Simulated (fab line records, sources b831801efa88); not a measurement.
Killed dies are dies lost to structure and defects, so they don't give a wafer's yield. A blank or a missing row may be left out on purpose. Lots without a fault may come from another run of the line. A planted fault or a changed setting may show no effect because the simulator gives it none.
fab line records | flow gf180mcu
record lots=12 wafers=34 last_day=34
route steps=602 shown STI@15 HV_LDD@187 PSD@261 NSD@262 CONTACT@292
lots that met no fault: from a run of the same line without faults
start_h: hours from the record's first day to the start of the lot's first wafer shown | wait_h: hours since the lot's step before | " the same as in the row above | L1.1+2: a row that stands for several wafers | - no value, or no start given | * or withheld: withheld | < > ~ a bound
route shown NAME@n: a module of which the file shows steps, and the number in the route of the first | usual: mean/standard deviation of fault-free wafers | same: alike in all rows | chamber/n: place in a boat | sites: the reading at each site | _std_site: their standard deviation | _edge_site: outer sites' mean less inner sites' | radius_mm: how far each site lies from the wafer's centre | mask NAME#n: copy n | behind: the tool/chamber that last shaped the wafer | hold: why the lot was held/for how many hours/how that ended | device: the transistor (n, p or np) that didn't switch | end of line: the same wafers' tests at the end of the route | a step without rows: its recipe alone | killed: dies lost to structure and defects at the first sort, not the wafer's yield | map: a wafer's dies, x killed, . not, _ none there
set.NAME: the setting as run; set.NAME@STEP: as run at that earlier step | model.NAME: the simulator's own value behind a step, which no gauge read
steps of the route over a sample of lots; a table a step, a row a wafer
services: from which hour (start_h, from the record's first day; less than 0 if before it) a tool's chamber was out of use, for how many hours, and why
## steps
# step GF_STI_ETCH_14
# recipe target=Si chemistry=HBr/Cl2/O2 target_depth_nm=360 icp_w=600 bias_w=150 pressure_mtorr=15 HBr_flow_sccm=150 Cl2_flow_sccm=40 O2_flow_sccm=6 time_s=102.9
# usual drypump_motor_current_A=5.5/0.45 oes_product_au=0.991/0.01 rf_fwd_power_W=596.6/2.3 throttle_valve_pct=25.662/0.011
# columns lot.wafer tool chamber start_h wait_h drypump_motor_current_A oes_product_au rf_fwd_power_W rf_hours_counter_h throttle_valve_pct
L853.2 rie_si-02 2 25.89 0.0 5.9 0.983 590.8 84 25.664
L853.5 " 0 " " 5.3 0.985 597.4 - 25.667
L853.6 " 3 " " 6.1 0.989 593.0 - 25.672
L858.1 rie_si-01 1 51.12 0.0 4.8 0.994 594.0 15 25.668
L858.5 " 1 " " 4.8 0.999 592.3 - 25.673
L858.6 " 2 " " 5.1 0.990 598.3 - 25.651
L859.2 rie_si-01 1 56.72 0.0 4.9 0.985 593.9 15 25.647
L859.3 " 2 " " 5.1 1.006 593.8 2 25.662
L859.5 " 0 " " 4.9 0.994 597.9 - 25.671
L860.1 rie_si-02 2 62.58 0.0 5.9 0.994 590.3 85 25.661
L860.4 " 2 " " 5.9 0.996 592.6 - 25.670
L860.6 " 3 " " 6.1 1.017 596.2 - 25.662
L861.1 rie_si-02 2 67.02 0.0 5.9 0.990 594.6 85 25.664
L861.2 " 3 " " 6.1 0.996 597.0 1 25.664
L861.3 " 0 " " 5.3 0.994 595.7 4 25.652
L863.3 rie_si-01 0 78.08 0.0 4.9 0.991 599.0 140 25.646
L863.4 " 2 " " 5.1 0.989 596.9 3 25.655
L864.2 rie_si-01 2 81.87 0.0 5.2 0.984 597.3 3 25.664
L864.3 " 3 " " 5.9 0.974 598.2 107 25.674
L864.5 " 2 " " 5.2 0.993 596.1 - 25.651
L865.2 rie_si-02 1 87.62 0.0 5.5 1.003 601.4 0 25.650
L865.4 " 0 " " 5.3 0.984 598.6 4 25.654
L871.2 rie_si-02 3 118.72 0.0 6.1 1.002 591.7 2 25.655
L871.4 " 1 " " 5.5 1.004 598.5 0 25.649
L871.6 " 0 " " 5.3 0.998 598.6 - 25.665
L872.3 rie_si-02 1 123.03 0.0 5.5 0.994 597.0 0 25.655
L872.4 " 0 " " 5.3 0.981 597.1 4 25.665
L872.5 " 0 " " 5.3 0.994 598.8 - 25.656
L873.3 rie_si-02 0 129.28 0.0 5.3 1.003 595.8 4 25.663
L873.5 " 2 " " 5.9 0.986 596.1 - 25.684
L873.6 " 0 " " 5.3 0.993 595.9 - 25.666
L875.1 rie_si-01 2 141.99 0.0 5.1 0.985 596.7 3 25.660
L875.3 " 3 " " 5.9 0.991 597.3 107 25.636
L875.5 " 0 " " 4.9 0.973 600.0 - 25.671
# step GF_HV_LDD_TW_MEAS_11
# usual HV_LDD_TW=2425/21
# columns lot.wafer tool chamber start_h wait_h HV_LDD_TW
L853.2 film_metro-03 - 215.85 0.1 2425
L853.5 " - " " 2436
L853.6 " - " " 2442
L858.1 film_metro-04 - 255.62 0.1 2432
L858.5 " - " " 2434
L858.6 " - " " 2436
L859.2 film_metro-03 - 260.08 0.1 2447
L859.3 " - " " 2439
L859.5 " - " " 2445
L860.1 film_metro-01 - 269.54 0.1 2392
L860.4 " - " " 2405
L860.6 " - " " 2404
L861.1 film_metro-04 - 278.04 0.1 2419
L861.2 " - " " 2409
L861.3 " - " " 2410
L863.3 film_metro-03 - 293.19 0.1 2448
L863.4 " - " " 2460
L864.2 film_metro-01 - 297.69 0.1 2404
L864.3 " - " " 2408
L864.5 " - " " 2415
L865.2 film_metro-04 - 307.84 0.1 2455
L865.4 " - " " 2423
L871.2 film_metro-03 - 358.84 0.1 2453
L871.4 " - " " 2448
L871.6 " - " " 2446
L872.3 film_metro-04 - 367.50 0.1 2414
L872.4 " - " " 2423
L872.5 " - " " 2432
L873.3 film_metro-01 - 367.80 0.1 2424
L873.5 " - " " 2409
L873.6 " - " " 2400
L875.1 film_metro-03 - 383.28 0.1 2445
L875.3 " - " " 2438
L875.5 " - " " 2438
# step GF_PSD_RTA_13
# recipe temp_c=1025 time_s=20 ambient=N2
# usual anneal_temp_c_max=1029.6/0.91 lamp_power_pct=32.99/0.034 run_length_s=48.9/0.51 wafer_temp_C_max=1030.2/1.2
# columns lot.wafer tool chamber start_h wait_h anneal_temp_c_max lamp_power_pct run_length_s wafer_temp_C_max
L853.2 rtp_anneal-01 0 316.99 0.0 1028.4 32.98 51.2 1031.6
L853.5 " 0 " " 1031.0 32.99 51.1 1030.0
L853.6 " 0 " " 1028.9 32.97 51.2 1029.2
L858.1 rtp_anneal-01 0 364.90 0.0 1029.4 32.98 49.0 1030.5
L858.5 " 0 " " 1030.4 33.02 49.1 1028.8
L858.6 " 0 " " 1029.1 32.99 48.7 1030.3
L859.2 rtp_anneal-01 0 372.27 0.0 1029.1 32.98 49.0 1028.0
L859.3 " 0 " " 1031.0 33.01 49.1 1032.2
L859.5 " 0 " " 1030.6 32.94 48.8 1029.7
L860.1 rtp_anneal-01 0 379.79 0.0 1028.8 32.93 48.8 1028.6
L860.4 " 0 " " 1029.3 32.95 48.9 1029.8
L860.6 " 0 " " 1030.1 32.96 48.8 1028.7
L861.1 rtp_anneal-01 0 389.69 0.0 1029.8 32.91 48.9 1029.0
L861.2 " 0 " " 1028.2 32.94 48.9 1028.8
L861.3 " 0 " " 1029.0 33.01 48.7 1029.5
L863.3 rtp_anneal-01 0 408.24 0.0 1029.6 32.98 48.7 1029.2
L863.4 " 0 " " 1030.0 32.93 61.8 1030.8
L864.2 rtp_anneal-01 0 413.12 0.0 1029.9 32.94 49.2 1031.7
L864.3 " 0 " " 1029.5 32.98 49.1 1029.0
L864.5 " 0 " " 1031.2 32.98 61.8 1030.7
L865.2 rtp_anneal-01 0 424.62 0.0 1028.5 32.99 48.8 1030.6
L865.4 " 0 " " 1030.1 32.98 62.2 1030.2
L871.2 rtp_anneal-01 0 483.16 0.0 1029.0 32.99 49.0 1029.4
L871.4 " 0 " " 1029.7 33.04 49.1 1031.5
L871.6 " 0 " " 1029.7 33.01 49.0 1030.1
L872.3 rtp_anneal-01 0 492.06 0.0 1029.1 33.04 48.8 1030.7
L872.4 " 0 " " 1029.4 32.97 49.4 1030.3
L872.5 " 0 " " 1028.8 32.90 48.9 1030.4
L873.3 rtp_anneal-02 0 492.83 0.0 1029.1 33.00 48.4 1030.9
L873.5 " 0 " " 1029.4 33.02 48.3 1030.0
L873.6 " 0 " " 1029.3 33.04 48.6 1029.4
L875.1 rtp_anneal-01 0 507.79 0.0 1031.1 32.95 48.7 1029.4
L875.3 " 0 " " 1029.3 32.99 48.9 1030.0
L875.5 " 0 " " 1029.8 32.99 49.0 1030.1
# step GF_PSD_RS_MEAS_14
# recipe thk_meas_gauge=four-point-probe
# usual NSD_RS=46.14/0.086
# columns lot.wafer tool chamber start_h wait_h NSD_RS[ohm/sq]
L853.2 film_metro-02 - 317.15 0.1 46.28
L853.5 " - " " 46.10
L853.6 " - " " 46.21
L858.1 film_metro-04 - 364.99 0.1 46.14
L858.5 " - " " 46.10
L858.6 " - " " 46.21
L859.2 film_metro-04 - 372.36 0.1 46.19
L859.3 " - " " 46.20
L859.5 " - " " 46.16
L860.1 film_metro-04 - 379.88 0.1 45.92
L860.4 " - " " 46.06
L860.6 " - " " 46.18
L861.1 film_metro-01 - 389.77 0.1 46.22
L861.2 " - " " 45.98
L861.3 " - " " 46.03
L863.3 film_metro-02 - 408.34 0.1 46.11
L863.4 " - " " 43.41
L864.2 film_metro-02 - 413.21 0.1 46.09
L864.3 " - " " 46.07
L864.5 " - " " 43.46
L865.2 film_metro-04 - 424.71 0.1 46.19
L865.4 " - " " 43.50
L871.2 film_metro-04 - 483.25 0.1 46.11
L871.4 " - " " 46.10
L871.6 " - " " 46.22
L872.3 film_metro-01 - 492.16 0.1 46.20
L872.4 " - " " 46.23
L872.5 " - " " 46.14
L873.3 film_metro-01 - 492.93 0.1 46.03
L873.5 " - " " 45.98
L873.6 " - " " 46.06
L875.1 film_metro-02 - 507.88 0.1 46.33
L875.3 " - " " 46.14
L875.5 " - " " 46.22
# step GF_PSD_RS_MEAS_15
# recipe thk_meas_gauge=four-point-probe
# usual PSD_RS=108.68/0.25
# columns lot.wafer tool chamber start_h wait_h PSD_RS[ohm/sq]
L853.2 film_metro-02 - 317.27 0.1 108.90
L853.5 " - " " 108.68
L853.6 " - " " 108.73
L858.1 film_metro-04 - 365.11 0.1 108.28
L858.5 " - " " 108.50
L858.6 " - " " 108.42
L859.2 film_metro-04 - 372.48 0.1 109.33
L859.3 " - " " 108.81
L859.5 " - " " 108.56
L860.1 film_metro-04 - 380.00 0.1 108.11
L860.4 " - " " 108.55
L860.6 " - " " 108.28
L861.1 film_metro-01 - 389.89 0.1 108.84
L861.2 " - " " 108.52
L861.3 " - " " 108.79
L863.3 film_metro-02 - 408.46 0.1 108.51
L863.4 " - " " 103.44
L864.2 film_metro-02 - 413.33 0.1 108.61
L864.3 " - " " 108.66
L864.5 " - " " 103.69
L865.2 film_metro-04 - 424.83 0.1 108.51
L865.4 " - " " 103.40
L871.2 film_metro-04 - 483.37 0.1 108.57
L871.4 " - " " 108.73
L871.6 " - " " 109.12
L872.3 film_metro-01 - 492.28 0.1 108.41
L872.4 " - " " 108.77
L872.5 " - " " 108.62
L873.3 film_metro-01 - 493.05 0.1 108.58
L873.5 " - " " 108.34
L873.6 " - " " 108.17
L875.1 film_metro-02 - 508.00 0.1 109.19
L875.3 " - " " 109.19
L875.5 " - " " 108.91
# step GF_CONTACT_BOW_MEAS_05
# recipe mode=bow
# usual CONTACT_BOW=66/6.8
# columns lot.wafer tool chamber start_h wait_h CONTACT_BOW[um]
L853.2 film_metro-04 - 339.58 0.2 54
L853.5 " - " " 58
L853.6 " - " " 59
L858.1 film_metro-04 - 389.79 0.2 64
L858.5 " - " " 75
L858.6 " - " " 71
L859.2 film_metro-04 - 396.69 0.2 65
L859.3 " - " " 66
L859.5 " - " " 71
L860.1 film_metro-01 - 404.42 0.1 69
L860.4 " - " " 69
L860.6 " - " " 62
L861.1 film_metro-01 - 415.32 0.1 79
L861.2 " - " " 75
L861.3 " - " " 75
L863.3 film_metro-04 - 434.60 0.2 78
L863.4 " - " " 70
L864.2 film_metro-04 - 439.10 0.3 56
L864.3 " - " " 76
L864.5 " - " " 61
L865.2 film_metro-04 - 451.00 0.3 56
L865.4 " - " " 73
L871.2 film_metro-01 - 508.55 0.3 66
L871.4 " - " " 54
L871.6 " - " " 66
L872.3 film_metro-03 - 516.74 0.3 68
L872.4 " - " " 74
L872.5 " - " " 77
L873.3 film_metro-01 - 517.36 0.2 66
L873.5 " - " " 58
L873.6 " - " " 66
L875.1 film_metro-04 - 533.16 0.1 60
L875.3 " - " " 71
L875.5 " - " " 61
## services
# columns tool chamber start_h hours kind
rie_si-02 1 51.23 - clean
rie_si-02 1 51.23 23.5 scheduled_down
rie_si-02 1 51.23 23.5 vent_cycle
rie_si-02 - 70.36 15.6 pm
rtp_anneal-02 - 123.13 0.9 pm
rie_si-01 0 125.84 - clean
rie_si-02 3 127.68 2.2 repair
rie_si-01 - 191.03 28.1 pm
rtp_anneal-02 - 224.62 3.9 pm
rie_si-01 - 232.33 0.5 repair
rie_si-01 3 274.23 11.4 repair
rie_si-01 2 275.79 2.5 repair
rie_si-02 - 305.09 0.5 repair
rie_si-02 3 316.84 6.1 repair
rie_si-02 - 337.15 4.3 pm
rtp_anneal-02 - 353.40 34.4 pm
rie_si-02 0 358.77 1.7 repair
rie_si-02 2 362.81 - clean
rie_si-02 2 362.81 16.3 scheduled_down
rie_si-02 2 362.81 16.3 vent_cycle
rtp_anneal-01 - 431.27 5.8 pm
rie_si-02 - 466.74 2.8 pm
rie_si-01 3 477.39 3.1 repair
rie_si-02 0 487.36 2.4 repair
## key
first_sign step=GF_PSD_RTA_13 reading=run_length_s direction=up sigmas=25 usual=* struck=*
effect step=GF_PSD_RS_MEAS_14 reading=NSD_RS direction=down sigmas=31 usual=46.14 struck=43.46
effect step=GF_PSD_RS_MEAS_15 reading=PSD_RS direction=down sigmas=20 usual=108.68 struck=103.51
met_at GF_PSD_RTA_13
struck_lots L863,L864,L865
struck_wafers L863.4,L864.5,L865.4
tester_left_out L863,L864,L865
not_acting_at GF_STI_ETCH_14,GF_HV_LDD_TW_MEAS_11,GF_CONTACT_BOW_MEAS_05
onset_between 389.69 408.24
fault kind=process_parameter_drift tool=rtp_anneal-01 chamber=- onset_h=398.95 steps=GF_PSD_RTA_13 channel=time_s offset=* shape=step end_h=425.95 scope=struck_wafers_only acts_in=* stated=*
# tester_left_out: of these lots the tester's yield and bins aren't shown, on N5 and GAA mostly nor the transistor test; their killed dies are dies lost to structure and defects alone, not to doping, threshold or leakage, so they don't give the yield
